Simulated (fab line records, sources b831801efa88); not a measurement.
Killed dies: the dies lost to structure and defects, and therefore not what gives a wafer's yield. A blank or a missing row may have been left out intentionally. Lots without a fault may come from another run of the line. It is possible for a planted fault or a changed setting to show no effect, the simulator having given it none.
Matching of chambers + flow gf180mcu + GF_V1_ETCH_16 on rie-diel-04 has 4 sister chambers
The step etches BARC in N2/H2. 30 wafers are shown with their chamber, then 12 later ones without.

== WAFERS PAIRED WITH THEIR CHAMBERS ==
| wafer  | chamber | drypump-motor-current-A (A) | throttle-valve-pct (%) | oes-product-au (a.u.) |
|--------|---------|-----------------------------|------------------------|-----------------------|
| L076.1 | 1       | 5.7                         | 13.227                 | 0.851                 |
| L076.2 | 2       | 5.6                         | 13.216                 | 0.849                 |
| L076.3 | 0       | 5.5                         | 13.222                 | 0.853                 |
| L076.4 | 3       | 5.9                         | 13.215                 | 0.855                 |
| L076.5 | 1       | 5.8                         | 13.221                 | 0.852                 |
| L076.6 | 2       | 5.7                         | 13.214                 | 0.855                 |
| L077.4 | 3       | 5.9                         | 13.225                 | 0.855                 |
| L077.5 | 0       | 5.5                         | 13.228                 | 0.858                 |
| L077.6 | 3       | 5.9                         | 13.210                 | 0.853                 |
| L079.1 | 2       | 5.6                         | 13.224                 | 0.855                 |
| L079.2 | 3       | 5.8                         | 13.220                 | 0.849                 |
| L079.3 | 0       | 5.5                         | 13.216                 | 0.844                 |
| L079.4 | 2       | 5.6                         | 13.228                 | 0.865                 |
| L079.5 | 3       | 5.8                         | 13.233                 | 0.857                 |
| L079.6 | 0       | 5.5                         | 13.214                 | 0.856                 |
| L081.1 | 0       | 5.5                         | 13.224                 | 0.856                 |
| L081.3 | 3       | 5.8                         | 13.220                 | 0.860                 |
| L081.4 | 2       | 5.6                         | 13.245                 | 0.856                 |
| L082.1 | 2       | 5.6                         | 13.239                 | 0.856                 |
| L082.2 | 0       | 5.5                         | 13.226                 | 0.853                 |
| L082.3 | 3       | 5.9                         | 13.232                 | 0.855                 |
| L082.4 | 1       | 5.8                         | 13.226                 | 0.848                 |
| L082.5 | 0       | 5.5                         | 13.222                 | 0.858                 |
| L082.6 | 1       | 5.8                         | 13.215                 | 0.857                 |
| L084.3 | 1       | 5.8                         | 13.219                 | 0.854                 |
| L084.4 | 2       | 5.6                         | 13.232                 | 0.844                 |
| L084.6 | 0       | 5.5                         | 13.222                 | 0.853                 |
| L087.1 | 2       | 5.7                         | 13.215                 | 0.855                 |
| L087.3 | 0       | 5.5                         | 13.219                 | 0.856                 |
| L087.5 | 2       | 5.6                         | 13.235                 | 0.860                 |

SIGNATURES, as means of the wafers listed above
| reading                 | chamber 0 | chamber 1 | chamber 2 | chamber 3 | scatter within a chamber |
|-------------------------|-----------|-----------|-----------|-----------|--------------------------|
| drypump-motor-current-A | 5.500     | 5.780     | 5.622     | 5.857     | 0.0396                   |
| throttle-valve-pct      | 13.22144  | 13.22160  | 13.22756  | 13.22214  | 0.00806                  |
| oes-product-au          | 0.85411   | 0.85240   | 0.85500   | 0.85486   | 0.00458                  |
Rule: a wafer lies at a distance from a chamber equal to the root of the sum of squares, over the readings, of (its reading less the chamber's mean, divided by the reading's scatter). If the next closest chamber is less than 2 further off than the closest, the wafer can't be placed; otherwise it belongs to the closest. The scatter: the root of (the sum of the squares of (reading less its chamber's mean) over the shown wafers, divided by (wafers less chambers)).

== WAFERS WITHOUT THEIR CHAMBER ==
| wafer  | drypump-motor-current-A (A) | throttle-valve-pct (%) | oes-product-au (a.u.) |
|--------|-----------------------------|------------------------|-----------------------|
| L088.1 | 5.8                         | 13.227                 | 0.854                 |
| L088.3 | 5.6                         | 13.232                 | 0.854                 |
| L088.4 | 5.8                         | 13.230                 | 0.850                 |
| L094.3 | 5.6                         | 13.232                 | 0.856                 |
| L094.4 | 5.9                         | 13.210                 | 0.851                 |
| L094.5 | 5.8                         | 13.231                 | 0.853                 |
| L096.1 | 5.5                         | 13.228                 | 0.855                 |
| L096.2 | 5.6                         | 13.226                 | 0.862                 |
| L096.5 | 5.8                         | 13.216                 | 0.856                 |
| L097.1 | 5.8                         | 13.222                 | 0.859                 |
| L097.3 | 5.6                         | 13.227                 | 0.855                 |
| L097.6 | 5.6                         | 13.241                 | 0.846                 |

== WHICH CHAMBER EACH WENT THROUGH ==
| wafer  | from the rows above     | in truth                   |
|--------|-------------------------|----------------------------|
| L088.1 | can't be placed: 1 or 3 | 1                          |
| L088.3 | 2                       | 2                          |
| L088.4 | can't be placed: 1 or 3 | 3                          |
| L094.3 | 2                       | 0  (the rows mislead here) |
| L094.4 | can't be placed: 3 or 1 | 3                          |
| L094.5 | can't be placed: 1 or 3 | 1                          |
| L096.1 | 0                       | 0                          |
| L096.2 | can't be placed: 2 or 0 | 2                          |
| L096.5 | can't be placed: 1 or 3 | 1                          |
| L097.1 | can't be placed: 1 or 3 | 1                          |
| L097.3 | 2                       | 2                          |
| L097.6 | can't be placed: 2 or 0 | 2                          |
Correct placement for 3 of the 12. Unplaceable from these rows: 8, with the true chamber sitting among the candidates in 8. Wrongly placed: 1.
